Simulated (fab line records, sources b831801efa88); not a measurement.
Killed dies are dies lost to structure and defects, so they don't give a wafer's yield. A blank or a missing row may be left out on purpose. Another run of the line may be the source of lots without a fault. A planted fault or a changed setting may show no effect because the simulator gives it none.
fab line records    flow sky130
[record] lots = 11  wafers = 33  last_day = 50
route steps=708 shown CONTACT@411 METAL1@434 PAD_OPEN@708
lots with no fault: from the same line, run without faults
start_h: hours from the record's opening day to when the first of the lot's shown wafers began    wait_h: hours since the lot's step before    " the same as in the row above    L1.1+2: one row covering several wafers at once    - no value present, or no start provided    * or withheld: withheld    < > ~ a bound
route shown NAME@n: names a module that has steps shown in the file, with the first one's number in the route    usual: the fault-free wafers' mean and standard deviation    same: alike in all rows    chamber/n: place in a boat    sites: each site's reading    _std_site: the values' standard deviation    _edge_site: inner sites' mean taken away from outer sites' mean    radius_mm: for every site, how far away it sits from the centre of the wafer    mask NAME#n: copy n    behind: the tool/chamber that last shaped the wafer    hold: why the lot went on hold/how many hours it stayed there/how the hold came to an end    device: whichever transistor did not switch (one of n, p or np)    end of line: tests run on the same wafers once the route is complete    a step without rows: its recipe alone    killed: count of dies lost to structure and defects at first sort (not the wafer's yield)    map: per-die view of a wafer (x killed, . not killed, _ where there is no die)
set.NAME: the setting as run; set.NAME@STEP: as run at that earlier step    model.NAME: the simulator's own value behind a step, which no gauge read
route steps across a sampled set of lots; one table per step, one row per wafer
services: from which hour (start_h, from the record's first day; less than 0 if before it) a tool's chamber was out of use, for how many hours, and why
[[steps]]
[step SKY_CONTACT_BOW_MEAS_05]
[recipe] mode = bow
[usual] CONTACT_BOW = 82/6.3
lot.wafer  tool           chamber  start_h  wait_h  CONTACT_BOW[um]
L779.1     film_metro-02  -        739.45   0.1     72
L779.2     "              -        "        "       75
L779.3     "              -        "        "       77
L783.2     film_metro-02  -        743.73   0.3     70
L783.3     "              -        "        "       77
L783.5     "              -        "        "       76
L784.2     film_metro-01  -        756.69   0.1     76
L784.4     "              -        "        "       70
L784.5     "              -        "        "       84
L785.1     film_metro-03  -        758.20   0.2     73
L785.2     "              -        "        "       85
L785.6     "              -        "        "       87
L794.1     film_metro-03  -        834.22   0.2     82
L794.2     "              -        "        "       77
L794.5     "              -        "        "       76
L792.1     film_metro-01  -        835.05   0.1     81
L792.3     "              -        "        "       78
L792.5     "              -        "        "       86
L796.1     film_metro-01  -        836.91   0.1     94
L796.3     "              -        "        "       76
L796.4     "              -        "        "       82
L797.1     film_metro-02  -        860.07   0.2     87
L797.3     "              -        "        "       90
L797.6     "              -        "        "       84
L800.3     film_metro-01  -        869.44   0.3     91
L800.5     "              -        "        "       83
L800.6     "              -        "        "       92
L798.2     film_metro-02  -        869.77   0.3     86
L798.4     "              -        "        "       83
L798.5     "              -        "        "       76
L801.2     film_metro-02  -        871.83   0.2     87
L801.4     "              -        "        "       91
L801.6     "              -        "        "       88
[step SKY_CONTACT_OVL_MEAS_15]
[usual] CONTACT_OVL = -1/4.6
lot.wafer  tool        chamber  start_h  wait_h  CONTACT_OVL[nm]
L779.1     overlay-02  -        766.29   0.1     2
L779.2     "           -        "        "       -3
L779.3     "           -        "        "       3
L783.2     overlay-01  -        770.39   0.1     -2
L783.3     "           -        "        "       -8
L783.5     "           -        "        "       -1
L784.2     overlay-02  -        783.54   0.1     -4
L784.4     "           -        "        "       -5
L784.5     "           -        "        "       -4
L785.1     overlay-01  -        783.75   0.1     0
L785.2     "           -        "        "       0
L785.6     "           -        "        "       2
L794.1     overlay-02  -        860.79   0.1     4
L794.2     "           -        "        "       4
L794.5     "           -        "        "       -5
L792.1     overlay-01  -        861.45   0.1     4
L792.3     "           -        "        "       7
L792.5     "           -        "        "       -2
L796.1     overlay-01  -        862.80   0.1     -5
L796.3     "           -        "        "       -2
L796.4     "           -        "        "       -1
L797.1     overlay-02  -        885.64   0.1     -2
L797.3     "           -        "        "       -2
L797.6     "           -        "        "       -1
L800.3     overlay-01  -        894.66   0.1     0
L800.5     "           -        "        "       -1
L800.6     "           -        "        "       -3
L798.2     overlay-02  -        895.01   0.1     -4
L798.4     "           -        "        "       0
L798.5     "           -        "        "       1
L801.2     overlay-01  -        897.64   0.1     0
L801.4     "           -        "        "       0
L801.6     "           -        "        "       3
[step SKY_METAL1_SPUTTER_00]
[recipe] material = Ti  target_thk_nm = 15  power_w = 3000  time_s = 10  chamber_pressure_pa = 0.4
[usual] cathode_dc_power_W = 3000.0/0.49  chamber_pressure_pa = 0.4001/0.00079  throttle_valve_pct = 30.2/1.1
lot.wafer  tool            chamber  start_h  wait_h  cathode_dc_power_W  chamber_pressure_pa  throttle_valve_pct
L779.1     pvd_sputter-04  -        767.70   0.1     2999.1              0.3995               28.8
L779.2     "               -        "        "       3000.1              0.4003               31.9
L779.3     "               -        "        "       2999.5              0.4010               28.5
L783.2     pvd_sputter-02  -        771.85   0.1     3000.0              0.4009               31.4
L783.3     "               -        "        "       3000.6              0.3984               31.2
L783.5     "               -        "        "       2999.9              0.4001               31.3
L784.2     pvd_sputter-04  -        784.97   0.2     3000.3              0.3990               28.7
L784.4     "               -        "        "       3000.5              0.3993               28.8
L784.5     "               -        "        "       2999.9              0.3999               30.3
L785.1     pvd_sputter-03  -        785.27   0.2     3000.0              0.3997               29.4
L785.2     "               -        "        "       2999.9              0.4007               28.4
L785.6     "               -        "        "       3000.5              0.4014               28.6
L794.1     pvd_sputter-04  -        862.22   0.1     2999.9              0.3991               32.2
L794.2     "               -        "        "       3000.9              0.4000               28.8
L794.5     "               -        "        "       3000.3              0.3989               29.0
L792.1     pvd_sputter-04  -        862.95   0.2     2999.1              0.3997               32.3
L792.3     "               -        "        "       3000.2              0.4006               30.4
L792.5     "               -        "        "       3000.0              0.3999               28.6
L796.1     pvd_sputter-03  -        864.47   0.1     3000.5              0.3996               28.4
L796.3     "               -        "        "       2999.6              0.3998               29.6
L796.4     "               -        "        "       3000.0              0.4003               30.6
L797.1     pvd_sputter-02  -        887.06   0.1     3000.5              0.4001               29.9
L797.3     "               -        "        "       3001.0              0.4005               31.6
L797.6     "               -        "        "       2999.7              0.4016               31.4
L800.3     pvd_sputter-03  -        896.06   0.1     2999.8              0.4002               29.4
L800.5     "               -        "        "       3000.1              0.4011               29.5
L800.6     "               -        "        "       3000.0              0.3986               28.3
L798.2     pvd_sputter-02  -        896.44   0.2     2999.4              0.4004               29.5
L798.4     "               -        "        "       2999.9              0.3990               29.7
L798.5     "               -        "        "       2999.8              0.4008               31.3
L801.2     pvd_sputter-04  -        899.04   0.2     3000.4              0.3996               30.4
L801.4     "               -        "        "       3000.1              0.4005               28.9
L801.6     "               -        "        "       2999.8              0.4008               32.2
[step SKY_METAL1_SPUTTER_02]
[recipe] material = AlCu  target_thk_nm = 250  power_w = 10600  time_s = 13.3  chamber_pressure_pa = 0.4
[usual] cathode_dc_power_W = 10600/1.9  chamber_pressure_pa = 0.4000/0.00081  throttle_valve_pct = 30.2/1.1
lot.wafer  tool            chamber  start_h  wait_h  cathode_dc_power_W  chamber_pressure_pa  throttle_valve_pct
L779.1     pvd_sputter-04  -        767.75   0.0     10601               0.4015               28.8
L779.2     "               -        "        "       10598               0.4009               31.7
L779.3     "               -        "        "       10600               0.4000               28.9
L783.2     pvd_sputter-02  -        771.90   0.0     10601               0.4008               31.4
L783.3     "               -        "        "       10598               0.3995               31.2
L783.5     "               -        "        "       10600               0.3998               31.7
L784.2     pvd_sputter-04  -        785.02   0.0     10599               0.4008               28.8
L784.4     "               -        "        "       10602               0.4008               28.8
L784.5     "               -        "        "       10602               0.4009               30.3
L785.1     pvd_sputter-03  -        785.32   0.0     10602               0.4002               29.4
L785.2     "               -        "        "       10602               0.4004               28.7
L785.6     "               -        "        "       10599               0.4000               28.3
L794.1     pvd_sputter-04  -        862.27   0.0     -                   -                    -
L794.2     "               -        "        "       -                   -                    -
L794.5     "               -        "        "       -                   -                    -
L792.1     pvd_sputter-04  -        863.00   0.0     -                   -                    -
L792.3     "               -        "        "       -                   -                    -
L792.5     "               -        "        "       -                   -                    -
L796.1     pvd_sputter-03  -        864.52   0.0     -                   -                    -
L796.3     "               -        "        "       -                   -                    -
L796.4     "               -        "        "       -                   -                    -
L797.1     pvd_sputter-02  -        887.11   0.0     10599               0.4009               29.9
L797.3     "               -        "        "       10602               0.3987               31.4
L797.6     "               -        "        "       10602               0.4004               31.4
L800.3     pvd_sputter-03  -        896.11   0.0     10602               0.3992               29.5
L800.5     "               -        "        "       10604               0.3985               29.1
L800.6     "               -        "        "       10600               0.3991               28.2
L798.2     pvd_sputter-02  -        896.49   0.0     10599               0.3995               29.4
L798.4     "               -        "        "       10603               0.4002               29.4
L798.5     "               -        "        "       10602               0.3990               31.5
L801.2     pvd_sputter-04  -        899.09   0.0     10599               0.4012               30.2
L801.4     "               -        "        "       10602               0.4009               28.7
L801.6     "               -        "        "       10597               0.3993               31.9
[step SKY_METAL1_RS_MEAS_05]
[recipe] thk_meas_gauge = four-point-probe  reads = TiN_of_METAL1_SPUTTER_04+Ti_of_METAL1_SPUTTER_03+AlCu_of_METAL1_SPUTTER_02+TiN_of_METAL1_SPUTTER_01+Ti_of_METAL1_SPUTTER_00
[usual] METAL1_ALCU_RS = 0.1263/0.0013
lot.wafer  tool           chamber  start_h  wait_h  METAL1_ALCU_RS[ohm/sq]
L779.1     film_metro-02  -        767.84   0.0     0.1273
L779.2     "              -        "        "       0.1251
L779.3     "              -        "        "       0.1257
L783.2     film_metro-01  -        772.02   0.0     0.1259
L783.3     "              -        "        "       0.1239
L783.5     "              -        "        "       0.1250
L784.2     film_metro-04  -        785.13   0.0     0.1266
L784.4     "              -        "        "       0.1249
L784.5     "              -        "        "       0.1258
L785.1     film_metro-01  -        785.41   0.0     0.1261
L785.2     "              -        "        "       0.1271
L785.6     "              -        "        "       0.1260
L794.1     film_metro-01  -        862.36   0.0     8.5578
L794.2     "              -        "        "       8.5567
L794.5     "              -        "        "       8.6074
L792.1     film_metro-01  -        863.09   0.0     8.4809
L792.3     "              -        "        "       8.5588
L792.5     "              -        "        "       8.5734
L796.1     film_metro-01  -        864.61   0.0     8.4405
L796.3     "              -        "        "       8.4588
L796.4     "              -        "        "       8.5410
L797.1     film_metro-02  -        887.20   0.0     0.1257
L797.3     "              -        "        "       0.1256
L797.6     "              -        "        "       0.1250
L800.3     film_metro-01  -        896.24   0.1     0.1258
L800.5     "              -        "        "       0.1253
L800.6     "              -        "        "       0.1252
L798.2     film_metro-02  -        896.60   0.0     0.1248
L798.4     "              -        "        "       0.1255
L798.5     "              -        "        "       0.1269
L801.2     film_metro-04  -        899.20   0.0     0.1258
L801.4     "              -        "        "       0.1237
L801.6     "              -        "        "       0.1260
[step SKY_METAL1_THK_MEAS_06]
[recipe] thk_meas_gauge = xrf  reads = AlCu_of_METAL1_SPUTTER_02
[usual] METAL1_ALCU_THK = 247/3.3
lot.wafer  tool           chamber  start_h  wait_h  METAL1_ALCU_THK[nm]
L779.1     film_metro-02  -        767.96   0.1     244
L779.2     "              -        "        "       250
L779.3     "              -        "        "       247
L783.2     film_metro-01  -        772.13   0.1     248
L783.3     "              -        "        "       254
L783.5     "              -        "        "       251
L784.2     film_metro-04  -        785.24   0.1     246
L784.4     "              -        "        "       250
L784.5     "              -        "        "       247
L785.1     film_metro-01  -        785.53   0.1     248
L785.2     "              -        "        "       246
L785.6     "              -        "        "       248
L794.1     film_metro-01  -        862.48   0.1     <1
L794.2     "              -        "        "       <1
L794.5     "              -        "        "       <1
L792.1     film_metro-01  -        863.21   0.1     <1
L792.3     "              -        "        "       <1
L792.5     "              -        "        "       <1
L796.1     film_metro-01  -        864.73   0.1     <1
L796.3     "              -        "        "       <1
L796.4     "              -        "        "       <1
L797.1     film_metro-02  -        887.32   0.1     249
L797.3     "              -        "        "       252
L797.6     "              -        "        "       252
L800.3     film_metro-01  -        896.34   0.1     248
L800.5     "              -        "        "       247
L800.6     "              -        "        "       249
L798.2     film_metro-02  -        896.71   0.1     253
L798.4     "              -        "        "       251
L798.5     "              -        "        "       249
L801.2     film_metro-04  -        899.31   0.1     247
L801.4     "              -        "        "       253
L801.6     "              -        "        "       247
[step SKY_PAD_OPEN_PROBE_99]
[usual] defect_limited_yield = 83.0/1.8  killed_at_M0_to_M3 = 42/6.6  killed_at_M4_up = 3.0/1.7  killed_at_contacts = 24/5.3  killed_at_front_end = 15/4.5  killed_at_other = 0.2/0.49  killed_dies = 83/9  killed_on_rim = 16/4  killed_open = 45/6.9  killed_short = 38/5.8  sort_bin_3_pad_short = 0.8/0.4  sort_bin_5_function = 10.0/1.5  sort_bin_6_memory = 6.1/1.1  sort_n_pass = 409/9  sort_yield_pct = 83.0/1.8
[same] gross_dies = 492  killed_at_back_side = 0  sort_bin_4_leakage[%] = 0  sort_bin_8_speed[%] = 0
lot.wafer  tool       chamber  start_h  wait_h  defect_limited_yield[%]  killed_at_M0_to_M3  killed_at_M4_up  killed_at_contacts  killed_at_front_end  killed_at_other  killed_dies  killed_on_rim  killed_open  killed_short  sort_bin_3_pad_short[%]  sort_bin_5_function[%]  sort_bin_6_memory[%]  sort_n_pass  sort_yield_pct[%]
L779.1     prober-01  -        1113.26  0.1     84.8                     36                  7                21                  11                   0                75           15             28           47            0.8                      8.7                     5.7                   417          84.8
L779.2     prober-01  -        1113.31  0.1     80.5                     47                  3                25                  21                   0                96           27             47           49            1.6                      12.2                    5.7                   396          80.5
L779.3     prober-01  -        1113.36  0.2     82.9                     42                  6                23                  13                   0                84           15             39           45            0.4                      9.8                     6.9                   408          82.9
L783.2     prober-01  -        1116.61  0.3     80.9                     49                  6                19                  20                   0                94           24             53           41            1.0                      11.4                    6.7                   398          80.9
L783.3     prober-01  -        1116.66  0.3     83.3                     38                  6                21                  17                   0                82           16             46           36            1.0                      9.6                     6.1                   410          83.3
L783.5     prober-01  -        1116.76  0.4     85.8                     31                  1                27                  11                   0                70           14             39           31            0.6                      6.5                     7.1                   422          85.8
L785.1     prober-01  -        1117.76  0.1     81.5                     41                  4                33                  13                   0                91           22             52           39            1.4                      8.9                     8.1                   401          81.5
L785.2     prober-01  -        1117.81  0.1     84.3                     32                  1                28                  16                   0                77           18             35           42            0.8                      9.1                     5.7                   415          84.3
L785.6     prober-01  -        1118.01  0.2     83.7                     39                  1                27                  13                   0                80           7              50           30            0.8                      7.5                     7.9                   412          83.7
L794.1     prober-01  -        1168.44  0.1     0                        447                 2                31                  12                   0                492          96             48           44            0.8                      91.9                    7.3                   0            0
L794.2     prober-01  -        1168.49  0.1     0                        446                 3                32                  9                    2                492          96             41           44            0.8                      91.9                    7.3                   0            0
L794.5     prober-01  -        1168.64  0.2     0                        437                 2                38                  15                   0                492          96             51           53            0.8                      92.1                    7.1                   0            0
L792.1     prober-02  -        1171.08  0.1     0                        454                 2                24                  12                   0                492          96             49           35            0.4                      93.5                    6.1                   0            0
L792.3     prober-02  -        1171.18  0.2     0                        452                 5                18                  17                   0                492          96             33           41            1.0                      93.3                    5.7                   0            0
L792.5     prober-02  -        1171.28  0.2     0                        447                 4                30                  11                   0                492          96             38           46            0.6                      92.5                    6.9                   0            0
L796.1     prober-01  -        1172.24  0.1     0                        463                 1                15                  13                   0                492          96             38           35            0.8                      94.1                    5.1                   0            0
L796.3     prober-01  -        1172.34  0.2     0                        453                 4                22                  13                   0                492          96             52           39            1.2                      90.9                    7.9                   0            0
L796.4     prober-01  -        1172.39  0.2     0                        463                 2                17                  10                   0                492          96             45           37            1.0                      93.3                    5.7                   0            0
L797.1     prober-02  -        1186.00  0.1     81.9                     38                  4                29                  18                   0                89           19             49           39            1.2                      10.6                    6.3                   403          81.9
L797.3     prober-02  -        1186.10  0.2     82.1                     41                  7                24                  16                   0                88           24             48           39            0.6                      10.4                    6.9                   404          82.1
L797.6     prober-02  -        1186.25  0.2     79.3                     60                  5                26                  11                   0                102          25             56           46            0.6                      11.2                    8.9                   390          79.3
L801.2     prober-02  -        1195.96  0.1     81.7                     43                  4                25                  18                   0                90           21             50           40            1.2                      10.2                    6.9                   402          81.7
L801.4     prober-02  -        1196.06  0.2     81.9                     43                  2                29                  14                   1                89           19             52           37            0.6                      11.4                    6.1                   403          81.9
L801.6     prober-02  -        1196.16  0.2     80.1                     54                  2                22                  20                   0                98           20             56           42            0.2                      10.8                    8.9                   394          80.1
L798.2     prober-01  -        1196.92  0.1     81.9                     37                  3                26                  23                   0                89           11             41           47            1.0                      9.8                     7.3                   403          81.9
L798.4     prober-01  -        1197.02  0.2     85.8                     39                  1                16                  14                   0                70           11             37           33            1.4                      8.7                     4.1                   422          85.8
L798.5     prober-01  -        1197.07  0.2     83.1                     36                  2                30                  15                   0                83           14             50           33            0.8                      9.1                     6.9                   409          83.1
// killed by level:class
L779.1 VIA1:geometric_particle:short=9 METAL4:geometric_particle:short=7 LOCAL_INTERCONNECT:geometric_particle:short=6 VIA2:geometric_particle:open=6 POLY_GATE:geometric_particle:short=5 CONTACT:geometric_particle:open=5 LI_CONTACT:geometric_particle:open=4 METAL1:geometric_particle:short=4
L779.2 CONTACT:geometric_particle:open=10 VIA1:geometric_particle:open=10 FIELD_ISO:geometric_particle:short=8 CONTACT:geometric_particle:short=8 METAL1:geometric_particle:short=8 FIELD_ISO:geometric_particle:open=6 METAL2:geometric_particle:short=6 LOCAL_INTERCONNECT:geometric_particle:short=5
L779.3 VIA1:geometric_particle:open=10 CONTACT:geometric_particle:open=9 METAL1:geometric_particle:short=7 LOCAL_INTERCONNECT:geometric_particle:short=7 VIA2:geometric_particle:open=6 VIA2:geometric_particle:short=5 METAL4:geometric_particle:short=5 LI_CONTACT:geometric_particle:open=4
L783.2 VIA1:geometric_particle:open=13 CONTACT:geometric_particle:open=10 METAL2:geometric_particle:short=8 VIA2:geometric_particle:open=7 FIELD_ISO:geometric_particle:short=5 METAL4:geometric_particle:short=5 POLY_GATE:geometric_particle:short=4 METAL2:geometric_particle:open=4
L783.3 VIA1:geometric_particle:open=11 CONTACT:geometric_particle:open=7 METAL1:geometric_particle:short=6 FIELD_ISO:geometric_particle:open=5 LI_CONTACT:geometric_particle:open=5 VIA2:geometric_particle:open=5 METAL4:geometric_particle:short=4 POLY_GATE:geometric_particle:open=3
L783.5 CONTACT:geometric_particle:open=7 VIA1:geometric_particle:open=7 LI_CONTACT:geometric_particle:open=6 FIELD_ISO:geometric_particle:open=5 LI_CONTACT:geometric_particle:short=5 CONTACT:geometric_particle:short=5 VIA3:geometric_particle:open=5 METAL1:geometric_particle:short=4
L785.1 CONTACT:geometric_particle:open=12 VIA1:geometric_particle:open=10 CONTACT:geometric_particle:short=9 LI_CONTACT:geometric_particle:open=7 METAL1:geometric_particle:short=7 METAL2:geometric_particle:short=6 VIA2:geometric_particle:open=5 FIELD_ISO:geometric_particle:open=4
L785.2 CONTACT:geometric_particle:open=10 VIA1:geometric_particle:open=9 FIELD_ISO:geometric_particle:short=7 CONTACT:geometric_particle:short=7 LI_CONTACT:geometric_particle:open=5 METAL1:geometric_particle:short=5 METAL2:geometric_particle:short=5 POLY_GATE:geometric_particle:short=4
L785.6 CONTACT:geometric_particle:open=16 VIA1:geometric_particle:open=9 METAL2:geometric_particle:short=7 VIA3:geometric_particle:open=5 POLY_GATE:geometric_particle:open=4 LI_CONTACT:geometric_particle:open=4 VIA1:geometric_particle:short=4 VIA2:geometric_particle:open=4
L794.1 METAL1:area_sputter=400 VIA1:geometric_particle:open=13 CONTACT:geometric_particle:short=9 CONTACT:geometric_particle:open=8 METAL2:geometric_particle:short=8 VIA3:geometric_particle:open=8 VIA2:geometric_particle:open=6 LI_CONTACT:geometric_particle:open=5
L794.2 METAL1:area_sputter=405 VIA1:geometric_particle:open=11 CONTACT:geometric_particle:open=9 VIA1:geometric_particle:short=9 LI_CONTACT:geometric_particle:short=7 METAL2:geometric_particle:short=7 CONTACT:geometric_particle:short=7 LI_CONTACT:geometric_particle:open=6
L794.5 METAL1:area_sputter=388 CONTACT:geometric_particle:open=18 METAL2:geometric_particle:short=8 METAL1:geometric_particle:short=7 VIA1:geometric_particle:short=7 LOCAL_INTERCONNECT:geometric_particle:short=6 CONTACT:geometric_particle:short=6 FIELD_ISO:geometric_particle:short=5
L792.1 METAL1:area_sputter=408 CONTACT:geometric_particle:open=13 VIA1:geometric_particle:open=12 METAL2:geometric_particle:short=6 VIA2:geometric_particle:open=5 METAL1:geometric_particle:short=5 LI_CONTACT:geometric_particle:open=4 LOCAL_INTERCONNECT:geometric_particle:short=4
L792.3 METAL1:area_sputter=418 METAL2:geometric_particle:short=9 POLY_GATE:geometric_particle:short=5 LOCAL_INTERCONNECT:geometric_particle:short=5 CONTACT:geometric_particle:open=5 VIA3:geometric_particle:open=5 POLY_GATE:geometric_particle:open=4 LI_CONTACT:geometric_particle:open=4
L792.5 METAL1:area_sputter=408 LI_CONTACT:geometric_particle:short=9 LI_CONTACT:geometric_particle:open=8 VIA1:geometric_particle:open=7 VIA2:geometric_particle:open=6 METAL3:geometric_particle:short=6 METAL1:geometric_particle:short=5 CONTACT:geometric_particle:open=5
L796.1 METAL1:area_sputter=419 VIA1:geometric_particle:open=10 VIA2:geometric_particle:open=9 METAL1:geometric_particle:short=5 LI_CONTACT:geometric_particle:open=5 VIA1:geometric_particle:short=5 METAL2:geometric_particle:short=5 FIELD_ISO:geometric_particle:short=3
L796.3 METAL1:area_sputter=400 VIA1:geometric_particle:open=16 VIA3:geometric_particle:open=9 LI_CONTACT:geometric_particle:open=6 LOCAL_INTERCONNECT:geometric_particle:short=6 CONTACT:geometric_particle:open=6 VIA1:geometric_particle:short=5 VIA2:geometric_particle:open=5
L796.4 METAL1:area_sputter=410 VIA1:geometric_particle:open=10 METAL2:geometric_particle:short=10 CONTACT:geometric_particle:open=8 VIA3:geometric_particle:open=8 VIA2:geometric_particle:open=6 LI_CONTACT:geometric_particle:open=5 METAL3:geometric_particle:short=4
L797.1 CONTACT:geometric_particle:open=10 METAL2:geometric_particle:short=9 LI_CONTACT:geometric_particle:open=8 VIA1:geometric_particle:open=7 FIELD_ISO:geometric_particle:open=6 CONTACT:geometric_particle:short=6 FIELD_ISO:geometric_particle:short=4 SPACER:geometric_particle:open=4
L797.3 CONTACT:geometric_particle:open=9 VIA1:geometric_particle:open=9 LI_CONTACT:geometric_particle:open=7 METAL1:geometric_particle:short=6 VIA3:geometric_particle:open=6 METAL4:geometric_particle:short=6 VIA2:geometric_particle:open=5 FIELD_ISO:geometric_particle:short=3
L797.6 VIA3:geometric_particle:open=14 CONTACT:geometric_particle:open=10 VIA2:geometric_particle:open=10 VIA1:geometric_particle:short=6 VIA1:geometric_particle:open=6 LI_CONTACT:geometric_particle:open=5 LOCAL_INTERCONNECT:geometric_particle:short=5 METAL1:geometric_particle:short=5
L801.2 FIELD_ISO:geometric_particle:open=10 LI_CONTACT:geometric_particle:open=9 CONTACT:geometric_particle:open=8 VIA3:geometric_particle:open=8 VIA2:geometric_particle:open=8 METAL2:geometric_particle:short=7 METAL1:geometric_particle:short=6 VIA3:geometric_particle:short=5
L801.4 CONTACT:geometric_particle:open=15 FIELD_ISO:geometric_particle:open=8 LI_CONTACT:geometric_particle:open=6 VIA1:geometric_particle:open=6 METAL2:geometric_particle:short=6 VIA2:geometric_particle:open=6 FIELD_ISO:geometric_particle:short=5 CONTACT:geometric_particle:short=5
L801.6 VIA1:geometric_particle:open=12 VIA3:geometric_particle:open=10 FIELD_ISO:geometric_particle:short=9 VIA2:geometric_particle:open=9 CONTACT:geometric_particle:open=8 METAL1:geometric_particle:short=6 POLY_GATE:geometric_particle:short=5 CONTACT:geometric_particle:short=5
L798.2 FIELD_ISO:geometric_particle:short=11 LI_CONTACT:geometric_particle:open=8 VIA1:geometric_particle:open=7 LOCAL_INTERCONNECT:geometric_particle:short=6 VIA2:geometric_particle:short=6 CONTACT:geometric_particle:short=5 VIA3:geometric_particle:open=4 CONTACT:geometric_particle:open=4
L798.4 VIA1:geometric_particle:open=8 VIA2:geometric_particle:open=7 FIELD_ISO:geometric_particle:open=5 CONTACT:geometric_particle:open=5 CONTACT:geometric_particle:short=5 METAL1:geometric_particle:short=5 VIA1:geometric_particle:short=5 METAL3:geometric_particle:short=4
L798.5 VIA2:geometric_particle:open=11 LI_CONTACT:geometric_particle:open=10 CONTACT:geometric_particle:open=8 FIELD_ISO:geometric_particle:open=6 LOCAL_INTERCONNECT:geometric_particle:short=6 CONTACT:geometric_particle:short=4 METAL1:geometric_particle:short=4 VIA1:geometric_particle:open=4
[[services]]
tool            chamber  start_h  hours  kind
pvd_sputter-02  1        809.22   -      consumable_replace:kit
pvd_sputter-02  1        809.22   18.0   scheduled_down
pvd_sputter-02  1        809.22   18.0   vent_cycle
pvd_sputter-04  -        845.72   6.7    repair
pvd_sputter-04  1        860.61   -      consumable_replace:kit
pvd_sputter-04  1        860.61   18.0   scheduled_down
pvd_sputter-04  1        860.61   18.0   vent_cycle
[[key]]
[first_sign] step = SKY_METAL1_SPUTTER_02  reading = tool_record  direction = missing
[effect] step = SKY_METAL1_RS_MEAS_05  reading = METAL1_ALCU_RS  direction = up  sigmas = 99+  usual = 0.1263  struck = 8.5306
[effect] step = SKY_METAL1_THK_MEAS_06  reading = METAL1_ALCU_THK  direction = down  sigmas = 74  usual = 247  struck = <1
[effect] step = SKY_PAD_OPEN_PROBE_99  reading = killed_at_M0_to_M3  direction = up  sigmas = 62  usual = 42  struck = 451
[more_kills_born_at] SKY_METAL1_SPUTTER_02@pvd_sputter-04 = 2427  SKY_METAL1_SPUTTER_02@pvd_sputter-03 = 1229
met_at SKY_METAL1_SPUTTER_02
struck_lots L792,L794,L796
later_rows_left_out L792.1,L792.3,L792.5,L794.1,L794.2,L794.5,L796.1,L796.3,L796.4
not_acting_at SKY_CONTACT_BOW_MEAS_05,SKY_CONTACT_OVL_MEAS_15,SKY_METAL1_SPUTTER_00
onset_between 785.32 862.27
[fault] kind = skipped_step_whole  tool = pvd_sputter-03,pvd_sputter-04  chamber = -  onset_h = 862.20  steps = SKY_METAL1_SPUTTER_02  scope = struck_lots_only
// later_rows_left_out: the simulator's readings of these wafers behind a module that went badly wrong aren't trusted and aren't shown, but for the sort
